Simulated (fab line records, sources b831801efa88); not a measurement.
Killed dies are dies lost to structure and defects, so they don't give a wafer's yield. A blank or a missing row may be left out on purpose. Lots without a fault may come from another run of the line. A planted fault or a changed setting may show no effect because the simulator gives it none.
Which tool did it? | flow gf180mcu | 13 lots, 39 wafers sampled, at 4 steps of a route of 602

WHAT THE GAUGES READ, wafer by wafer
GF_HV_LDD_OVL_MEAS_47. Usual: HV_LDD_03_OVL 0.8 nm, standard deviation 1.6.
lot  | measured     | on         | HV_LDD_03_OVL (nm)   | flag
L254 | day 12 05:41 | overlay-01 | -0.8 -0.7 -1.0       |
L255 | day 12 09:43 | overlay-02 | -2.4 -1.3 -2.2       |
L256 | day 12 18:46 | overlay-02 | 1.1 0.1 0.9          |
L257 | day 13 06:59 | overlay-01 | 1.1 2.4 0.5          |
L260 | day 14 12:56 | overlay-01 | 1.5 0.8 -0.5         |
L261 | day 14 21:18 | overlay-01 | 0.0 0.3 -0.1         |
L262 | day 15 09:57 | overlay-02 | -2.4 -0.5 -2.0       |
L266 | day 16 16:05 | overlay-01 | 1.1 0.5 1.5          |
L267 | day 17 02:16 | overlay-01 | 0.9 1.4 -0.2         |
L272 | day 18 07:23 | overlay-01 | -119.1 -120.0 -117.7 | OFF
L274 | day 19 00:33 | overlay-02 | -118.4 -117.4 -119.8 | OFF
L275 | day 19 07:25 | overlay-02 | -116.4 -118.2 -115.3 | OFF
L276 | day 19 15:04 | overlay-01 | 0.8 4.3 2.9          |

GF_HV_LDD_TW_MEAS_50. Usual: HV_LDD_4_TW 569, standard deviation 7.8.
lot  | measured     | on            | HV_LDD_4_TW | flag
L254 | day 12 05:59 | film_metro-01 | 575 579 575 |
L255 | day 12 10:00 | film_metro-03 | 563 561 562 |
L256 | day 12 19:03 | film_metro-03 | 561 565 563 |
L257 | day 13 07:17 | film_metro-01 | 577 582 576 |
L260 | day 14 13:20 | film_metro-03 | 565 563 563 |
L261 | day 14 21:35 | film_metro-04 | 574 575 577 |
L262 | day 15 10:23 | film_metro-04 | 569 571 571 |
L266 | day 16 16:23 | film_metro-03 | 561 560 561 |
L267 | day 17 02:34 | film_metro-03 | 563 562 561 |
L272 | day 18 07:41 | film_metro-01 | 579 576 577 |
L274 | day 19 00:50 | film_metro-01 | 583 581 581 |
L275 | day 19 07:42 | film_metro-04 | 576 576 575 |
L276 | day 19 15:22 | film_metro-03 | 561 559 560 |

WHICH TOOL RAN EACH LOT (tool, then ch and the chambers of the sampled wafers, then the start)
lot  | GF_HV_LDD_STRIP_22                   | GF_HV_LDD_EXPOSE_43
L254 | plasma_asher-04 ch 0,1, day 10 18:11 | iline_stepper-02 ch 0, day 11 21:16
L255 | plasma_asher-03 ch 0,1, day 10 21:50 | iline_stepper-02 ch 0, day 12 00:56
L256 | plasma_asher-04 ch 0,1, day 11 06:14 | iline_stepper-02 ch 0, day 12 09:29
L257 | plasma_asher-03 ch 0,1, day 11 17:35 | iline_stepper-01 ch 0, day 12 21:43
L260 | plasma_asher-02 ch 0,1, day 12 21:41 | iline_stepper-01 ch 0, day 14 03:44
L261 | plasma_asher-04 ch 0,1, day 13 05:15 | iline_stepper-02 ch 0, day 14 10:33
L262 | plasma_asher-04 ch 0,1, day 13 16:32 | iline_stepper-02 ch 0, day 15 00:13
L266 | plasma_asher-03 ch 0,1, day 14 19:53 | iline_stepper-02 ch 0, day 16 04:38
L267 | plasma_asher-03 ch 0,1, day 15 05:19 | iline_stepper-02 ch 0, day 16 15:32
L272 | plasma_asher-02 ch 0,1, day 16 08:44 | iline_stepper-02 ch 0, day 17 20:38
L274 | plasma_asher-02 ch 0,1, day 17 00:51 | iline_stepper-02 ch 0, day 18 12:16
L275 | plasma_asher-02 ch 0,1, day 17 07:04 | iline_stepper-02 ch 0, day 18 20:18
L276 | plasma_asher-02 ch 0,1, day 17 15:16 | iline_stepper-01 ch 0, day 19 03:09
- GF_HV_LDD_STRIP_22: strips in O2/N2.
- GF_HV_LDD_EXPOSE_43: exposes mask Pplus HV AREA, target cd 400 nm.

WHAT THE TOOLS THEMSELVES READ (means of the sampled wafers that have a number; where no wafer has one, the mark that the record gives instead)
GF_HV_LDD_STRIP_22. Usual: drypump_motor_current_A 5.45 A, standard deviation 0.13; heater_power_w 315 W, standard deviation 28; oes_product_au 0.717 a.u., standard deviation 0.0042; platen_temp_c 249.95 C, standard deviation 0.19; strip_time_to_endpoint_s 12.63 s, standard deviation 0.038.
lot  | tool            | drypump_motor_current_A (A) | heater_power_w (W) | oes_product_au (a.u.) | platen_temp_c (C) | strip_time_to_endpoint_s (s) | flag
L254 | plasma_asher-04 | 5.50                        | 296                | 0.714                 | 249.70            | 12.61                        |
L255 | plasma_asher-03 | 5.34                        | 342                | 0.715                 | 249.86            | 12.62                        |
L256 | plasma_asher-04 | 5.55                        | 288                | 0.720                 | 249.88            | 12.64                        |
L257 | plasma_asher-03 | 5.47                        | 332                | 0.716                 | 250.03            | 12.65                        |
L260 | plasma_asher-02 | 5.43                        | 334                | 0.722                 | 250.00            | 12.63                        |
L261 | plasma_asher-04 | 5.48                        | 293                | 0.718                 | 249.85            | 12.64                        |
L262 | plasma_asher-04 | 5.47                        | 298                | 0.713                 | 250.06            | 12.68                        |
L266 | plasma_asher-03 | 5.45                        | 335                | 0.719                 | 250.06            | 12.63                        |
L267 | plasma_asher-03 | 5.46                        | 325                | 0.715                 | 250.04            | 12.63                        |
L272 | plasma_asher-02 | 5.43                        | 336                | 0.716                 | 250.08            | 12.56                        |
L274 | plasma_asher-02 | 5.39                        | 324                | 0.722                 | 249.93            | 12.63                        |
L275 | plasma_asher-02 | 5.41                        | 341                | 0.720                 | 250.10            | 12.61                        |
L276 | plasma_asher-02 | 5.43                        | 333                | 0.715                 | 249.84            | 12.60                        |

THE ANSWER, worked out from the rows above alone
Rule: a lot is off if the mean of its wafers that have a number lies more than 3 standard deviations from the usual mean. A lot without any number at a reading at which 4 lots or more have one is off too. The other lots that the step has rows for count as sound. The gauges are gone through in route order, then the tools' own readings, and for those a lot's mean is taken as printed above. The first step at which some lot is off is used, and at that step the reading that is off furthest; a lot without a number counts as furthest.
Off: L272, L274, L275, at GF_HV_LDD_OVL_MEAS_47 (HV_LDD_03_OVL).
A tool fits if, at a process step before that reading, it ran every lot that is off, and no sound lot after the first of them. The gauges at GF_HV_LDD_OVL_MEAS_47 are tried like those tools. One fits: iline_stepper-02 at GF_HV_LDD_EXPOSE_43. Its last sound lot is L267 (day 16 15:32), its first lot that is off L272 (day 17 20:38): a fault that began between those two fits.

WHAT THE SIMULATOR HAD PUT IN
Scanner matching overlay: iline_stepper-02, from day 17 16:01 on, at GF_HV_LDD_EXPOSE_43. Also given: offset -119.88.
Lots struck among those shown: L272, L274, L275. The rule above found the same.
